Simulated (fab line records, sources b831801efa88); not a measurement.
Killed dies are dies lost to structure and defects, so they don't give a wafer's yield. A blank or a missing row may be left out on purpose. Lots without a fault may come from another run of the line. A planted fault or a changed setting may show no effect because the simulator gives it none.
fab line records | flow gf180mcu
record lots=7 wafers=21 last_day=34
route steps=602 shown V1@361 M2@362
lots that met no fault: from a run of the same line without faults
start_h: hours from the record's first day to the start of the lot's first wafer shown | wait_h: hours since the lot's step before | " the same as in the row above | L1.1+2: a row that stands for several wafers | - no value, or no start given | * or withheld: withheld | < > ~ a bound
route shown NAME@n: a module of which the file shows steps, and the number in the route of the first | usual: mean/standard deviation of fault-free wafers | same: alike in all rows | chamber/n: place in a boat | sites: the reading at each site | _std_site: their standard deviation | _edge_site: outer sites' mean less inner sites' | radius_mm: how far each site lies from the wafer's centre | mask NAME#n: copy n | behind: the tool/chamber that last shaped the wafer | hold: why the lot was held/for how many hours/how that ended | device: the transistor (n, p or np) that didn't switch | end of line: the same wafers' tests at the end of the route | a step without rows: its recipe alone | killed: dies lost to structure and defects at the first sort, not the wafer's yield | map: a wafer's dies, x killed, . not, _ none there
set.NAME: the setting as run; set.NAME@STEP: as run at that earlier step | model.NAME: the simulator's own value behind a step, which no gauge read
lots at some steps of the route; a table a step, a row a wafer
services: from which hour (start_h, from the record's first day; less than 0 if before it) a tool's chamber was out of use, for how many hours, and why
## steps
# step GF_V1_CMP_26
# recipe stop_on=SiO2 down_force_psi=3.5 platen_rpm=60 t_overpolish_s=15 target_thk_nm=0 pad_velocity_m_s=0.94248
# usual motor_current_A=10.4/0.96 overpolish_run_s=15.000/0.0095 time_to_endpoint_s=84.5/2.7
# columns lot.wafer tool chamber start_h wait_h motor_current_A overpolish_run_s time_to_endpoint_s
L812.3 cmp-01 0 484.38 0.0 10.1 14.992 82.3
L812.1 " 2 " " 11.0 14.995 83.5
L812.6 " 1 " " 9.3 15.002 83.5
L813.3 cmp-01 1 501.59 0.3 9.7 15.011 83.7
L813.1 " 2 " " 11.1 15.013 81.3
L813.4 " 0 " " 11.0 15.008 78.8
L814.3 cmp-02 0 509.84 0.0 11.1 15.021 85.2
L814.1 " 1 " " 11.7 15.008 87.8
L814.4 " 2 " " 9.6 14.998 86.7
L820.2 cmp-01 2 560.94 0.0 11.3 15.006 87.0
L820.1 " 3 " " 10.4 14.996 83.8
L820.3 " 1 " " 9.5 15.008 80.7
L822.2 cmp-02 1 569.27 0.6 10.8 14.983 81.3
L822.4 " 2 " " 10.2 14.995 83.2
L822.6 " 0 " " 10.8 14.994 82.2
L823.2 cmp-01 1 578.38 0.0 9.4 15.009 87.0
L823.1 " 2 " " 11.4 15.001 89.3
L823.6 " 1 " " 9.7 15.008 84.8
L825.2 cmp-01 2 599.05 0.0 11.7 14.999 82.0
L825.4 " 3 " " 10.2 15.015 84.6
L825.5 " 2 " " 11.6 15.015 86.0
# step GF_M2_SPUTTER_00
# recipe material=Ti target_thk_nm=37.5 arriving_ion_energy_ev=80 substrate_temp_c=200 chamber_pressure_pa=2 power_w=4000 time_s=150
# usual cathode_dc_power_W=4000.0/0.68 throttle_valve_pct=30.3/0.87
# columns lot.wafer tool chamber start_h wait_h cathode_dc_power_W throttle_valve_pct
L812.1 pvd_sputter-01 - 484.68 0.1 4000.4 30.9
L812.3 " - " " 3999.8 29.6
L812.6 " - " " 3999.7 30.0
L813.1 pvd_sputter-01 - 501.89 0.2 4000.9 30.3
L813.3 " - " " 4000.6 29.9
L813.4 " - " " 3999.6 30.4
L814.1 pvd_sputter-01 - 510.14 0.2 4000.1 29.2
L814.3 " - " " 4001.2 30.5
L814.4 " - " " 4000.3 30.4
L820.1 pvd_sputter-02 - 561.24 0.2 4000.1 29.4
L820.2 " - " " 3999.3 29.2
L820.3 " - " " 4000.3 30.3
L822.2 pvd_sputter-01 - 569.47 0.1 4000.2 30.4
L822.4 " - " " 3999.0 30.6
L822.6 " - " " 3999.1 30.4
L823.1 pvd_sputter-03 - 578.68 0.2 3999.1 29.5
L823.2 " - " " 4000.3 31.0
L823.6 " - " " 3999.5 31.4
L825.2 pvd_sputter-01 - 599.35 0.2 3998.9 30.7
L825.4 " - " " 4001.5 30.4
L825.5 " - " " 3999.9 30.6
# step GF_M2_SPUTTER_01
# recipe material=TiN target_thk_nm=30 power_w=6500 time_s=25 chamber_pressure_pa=0.4
# usual cathode_dc_power_W=6500.1/1.4 throttle_valve_pct=30.3/0.88
# columns lot.wafer tool chamber start_h wait_h cathode_dc_power_W throttle_valve_pct
L812.1 pvd_sputter-01 - 484.78 0.1 6497.9 30.7
L812.3 " - " " 6498.4 29.5
L812.6 " - " " 6501.4 29.9
L813.1 pvd_sputter-01 - 502.00 0.1 6500.7 30.1
L813.3 " - " " 6502.7 29.6
L813.4 " - " " 6502.1 30.5
L814.1 pvd_sputter-01 - 510.24 0.1 6501.9 29.2
L814.3 " - " " 6499.3 30.7
L814.4 " - " " 6501.3 30.0
L820.1 pvd_sputter-02 - 561.34 0.1 6499.7 29.2
L820.2 " - " " 6497.5 29.1
L820.3 " - " " 6500.6 30.5
L822.2 pvd_sputter-01 - 569.57 0.1 6498.9 30.4
L822.4 " - " " 6499.9 30.5
L822.6 " - " " 6497.2 30.4
L823.1 pvd_sputter-03 - 578.78 0.1 6500.6 29.2
L823.2 " - " " 6496.0 30.8
L823.6 " - " " 6500.7 31.7
L825.2 pvd_sputter-01 - 599.45 0.1 6500.2 30.4
L825.4 " - " " 6500.5 30.4
L825.5 " - " " 6501.6 30.6
# step GF_M2_SPUTTER_02
# recipe material=AlCu target_thk_nm=450 power_w=10600 time_s=23.9 chamber_pressure_pa=0.4
# usual cathode_dc_power_W=10600/1.9 throttle_valve_pct=30.3/0.87
# columns lot.wafer tool chamber start_h wait_h cathode_dc_power_W throttle_valve_pct
L812.1 pvd_sputter-01 - 484.81 0.0 10602 30.8
L812.3 " - " " 10605 29.1
L812.6 " - " " 10597 30.1
L813.1 pvd_sputter-01 - 502.04 0.0 10599 30.3
L813.3 " - " " 10601 30.0
L813.4 " - " " 10601 30.7
L814.1 pvd_sputter-01 - 510.27 0.0 10600 29.5
L814.3 " - " " 10600 30.3
L814.4 " - " " 10598 29.8
L820.1 pvd_sputter-02 - 561.38 0.0 10600 29.1
L820.2 " - " " 10605 29.1
L820.3 " - " " 10602 30.3
L822.2 pvd_sputter-01 - 569.60 0.0 10598 30.5
L822.4 " - " " 10600 30.5
L822.6 " - " " 10598 30.4
L823.1 pvd_sputter-03 - 578.81 0.0 10600 29.2
L823.2 " - " " 10601 30.9
L823.6 " - " " 10602 31.5
L825.2 pvd_sputter-01 - 599.48 0.0 10600 30.5
L825.4 " - " " 10598 30.5
L825.5 " - " " 10600 30.7
# step GF_M2_SPUTTER_03
# recipe material=Ti target_thk_nm=10 substrate_temp_c=300 chamber_pressure_pa=0.3 power_w=3000 time_s=6.7
# step GF_M2_SPUTTER_04
# recipe material=TiN target_thk_nm=50 power_w=6500 time_s=41.7 chamber_pressure_pa=0.4
# usual cathode_dc_power_W=6500.2/1.1 throttle_valve_pct=30.3/0.89
# columns lot.wafer tool chamber start_h wait_h cathode_dc_power_W throttle_valve_pct
L812.1 pvd_sputter-01 - 484.86 0.0 6501.9 30.7
L812.3 " - " " 6502.1 29.2
L812.6 " - " " 6501.0 30.0
L813.1 pvd_sputter-01 - 502.09 0.0 6499.0 30.5
L813.3 " - " " 6499.8 30.0
L813.4 " - " " 6500.3 30.7
L814.1 pvd_sputter-01 - 510.32 0.0 6500.1 29.2
L814.3 " - " " 6499.1 30.2
L814.4 " - " " 6500.8 29.9
L820.1 pvd_sputter-02 - 561.43 0.0 6502.0 29.5
L820.2 " - " " 6499.0 29.2
L820.3 " - " " 6498.4 30.4
L822.2 pvd_sputter-01 - 569.65 0.0 6499.2 30.4
L822.4 " - " " 6500.1 30.7
L822.6 " - " " 6499.2 30.4
L823.1 pvd_sputter-03 - 578.86 0.0 6500.1 29.1
L823.2 " - " " 6501.4 30.9
L823.6 " - " " 6499.7 31.3
L825.2 pvd_sputter-01 - 599.53 0.0 6499.9 30.6
L825.4 " - " " 6501.7 30.4
L825.5 " - " " 6499.2 30.2
# step GF_M2_RS_MEAS_05
# recipe thk_meas_gauge=four-point-probe reads=TiN_of_M2_SPUTTER_04+Ti_of_M2_SPUTTER_03+AlCu_of_M2_SPUTTER_02+TiN_of_M2_SPUTTER_01+Ti_of_M2_SPUTTER_00
# usual M2_ALCU_RS=0.0695/0.00078
# columns lot.wafer tool chamber start_h wait_h M2_ALCU_RS[ohm/sq]
L812.1 film_metro-03 - 484.90 0.0 0.0695
L812.3 " - " " 0.0702
L812.6 " - " " 0.0701
L813.1 film_metro-02 - 502.13 0.0 0.0692
L813.3 " - " " 0.0691
L813.4 " - " " 0.0692
L814.1 film_metro-01 - 510.36 0.0 0.0696
L814.3 " - " " 0.0704
L814.4 " - " " 0.0705
L820.1 film_metro-02 - 561.47 0.0 0.0701
L820.2 " - " " 0.0697
L820.3 " - " " 0.0704
L822.2 film_metro-03 - 569.71 0.0 0.0696
L822.4 " - " " 0.0688
L822.6 " - " " 0.0696
L823.1 film_metro-02 - 578.90 0.0 0.0694
L823.2 " - " " 0.0687
L823.6 " - " " 0.0688
L825.2 film_metro-03 - 599.59 0.0 0.0706
L825.4 " - " " 0.0706
L825.5 " - " " 0.0707
# step GF_M2_THK_MEAS_06
# recipe thk_meas_gauge=xrf reads=AlCu_of_M2_SPUTTER_02
# usual M2_ALCU_THK=446/5.4
# columns lot.wafer tool chamber start_h wait_h M2_ALCU_THK[nm]
L812.1 film_metro-03 - 485.02 0.1 446
L812.3 " - " " 441
L812.6 " - " " 442
L813.1 film_metro-02 - 502.25 0.1 449
L813.3 " - " " 448
L813.4 " - " " 451
L814.1 film_metro-01 - 510.48 0.1 445
L814.3 " - " " 440
L814.4 " - " " 439
L820.1 film_metro-02 - 561.59 0.1 444
L820.2 " - " " 443
L820.3 " - " " 442
L822.2 film_metro-03 - 569.82 0.1 445
L822.4 " - " " 451
L822.6 " - " " 445
L823.1 film_metro-02 - 579.02 0.1 448
L823.2 " - " " 452
L823.6 " - " " 452
L825.2 film_metro-03 - 599.70 0.1 440
L825.4 " - " " 437
L825.5 " - " " 439
# step GF_M2_DEHYDRATE_07
# recipe temp_c=200 time_s=60
# step GF_M2_HMDS_08
# recipe prime_time_s=60 prime_temp_c=120
# step GF_M2_COAT_09
# recipe resist=KrF spin_rpm=withheld resist_thk_nm=1000
# step GF_M2_SOFTBAKE_10
# recipe temp_c=130 time_s=60 resist=KrF
# step GF_M2_EXPOSE_11
# recipe mask_id=Metal2 target_cd_nm=280 na=0.68 source_shape=conventional sigma_outer=0.6 dose_mj=28
# usual exposure_dose_mJ_cm2=27.997/0.027 focus_offset_nm=0.0/0.48 reticle_temp_C=22.99/0.12 stage_vel_mm_s=500.00/0.24
# columns lot.wafer tool chamber start_h wait_h mask exposure_dose_mJ_cm2 focus_offset_nm reticle_temp_C stage_vel_mm_s
L812.1 krf_scanner-02 - 496.47 - Metal2#0 - - - -
L812.3 " - " " Metal2#0 - - - -
L812.6 " - " " Metal2#0 - - - -
L813.1 krf_scanner-02 - 513.54 - Metal2#0 - - - -
L813.3 " - " " Metal2#0 - - - -
L813.4 " - " " Metal2#0 - - - -
L814.1 krf_scanner-02 - 522.04 - Metal2#0 - - - -
L814.3 " - " " Metal2#0 - - - -
L814.4 " - " " Metal2#0 - - - -
L820.1 krf_scanner-02 0 572.57 - Metal2#0 28.000 -0.1 22.94 500.12
L820.2 " 0 " " Metal2#0 28.039 -0.3 22.98 499.88
L820.3 " 0 " " Metal2#0 28.018 -0.3 23.16 500.34
L822.2 krf_scanner-01 0 579.92 - Metal2#0 27.957 -0.4 22.95 499.95
L822.4 " 0 " " Metal2#0 27.949 0.3 22.89 500.23
L822.6 " 0 " " Metal2#0 28.029 0.9 22.88 499.98
L823.1 krf_scanner-01 0 589.67 - Metal2#0 28.004 -0.3 23.01 499.76
L823.2 " 0 " " Metal2#0 28.007 -0.1 23.07 500.03
L823.6 " 0 " " Metal2#0 28.018 -0.8 22.97 499.91
L825.2 krf_scanner-01 0 609.71 - Metal2#0 27.948 0.0 23.07 499.88
L825.4 " 0 " " Metal2#0 27.970 0.1 23.01 500.27
L825.5 " 0 " " Metal2#0 27.986 0.4 22.99 500.14
# step GF_M2_PEB_12
# recipe peb_temp_c=135 peb_time_s=90 resist=KrF
## services
# columns tool chamber start_h hours kind
pvd_sputter-01 - 470.14 4.0 repair
krf_scanner-01 - 479.00 52.1 repair
cmp-02 - 493.21 12.0 pm
krf_scanner-02 - 498.71 0.3 repair
cmp-02 - 506.31 1.1 repair
krf_scanner-01 - 511.86 0.6 repair
krf_scanner-01 - 531.15 3.6 pm
cmp-02 - 532.14 2.1 pm
krf_scanner-02 - 533.73 0.8 pm
krf_scanner-01 - 534.70 1.0 pm
krf_scanner-02 - 535.19 1.0 pm
krf_scanner-02 - 536.19 1.3 pm
krf_scanner-01 - 537.49 1.3 pm
pvd_sputter-03 - 558.30 1.1 repair
cmp-01 - 564.08 6.5 pm
krf_scanner-01 - 564.96 0.8 pm
cmp-02 - 572.00 4.0 pm
cmp-02 - 576.00 - consumable_replace:conditioner
cmp-02 - 576.00 - consumable_replace:pad
cmp-01 - 579.25 1.5 repair
cmp-02 - 584.14 0.7 repair
pvd_sputter-01 - 600.61 1.0 repair
## key
first_sign step=GF_M2_EXPOSE_11 reading=tool_record direction=missing
effect none on later readings
met_at GF_M2_EXPOSE_11
struck_wafers L812.1,L812.3,L812.6,L813.1,L813.3,L813.4,L814.1,L814.3,L814.4
later_rows_left_out L812.1,L812.3,L812.6,L813.1,L813.3,L813.4,L814.1,L814.3,L814.4
sort_left_out L812.1,L812.3,L812.6,L813.1,L813.3,L813.4,L814.1,L814.3,L814.4
fault kind=skipped_step_whole tool=krf_scanner-02 chamber=- onset_h=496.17 steps=GF_M2_EXPOSE_11 scope=struck_lots_only
# sort_left_out: the simulated sort isn't trusted on such a fault, so these wafers' sort isn't shown, and their yield isn't known
# later_rows_left_out: the simulator's readings of these wafers behind a module that went badly wrong aren't trusted and aren't shown, but for the sort
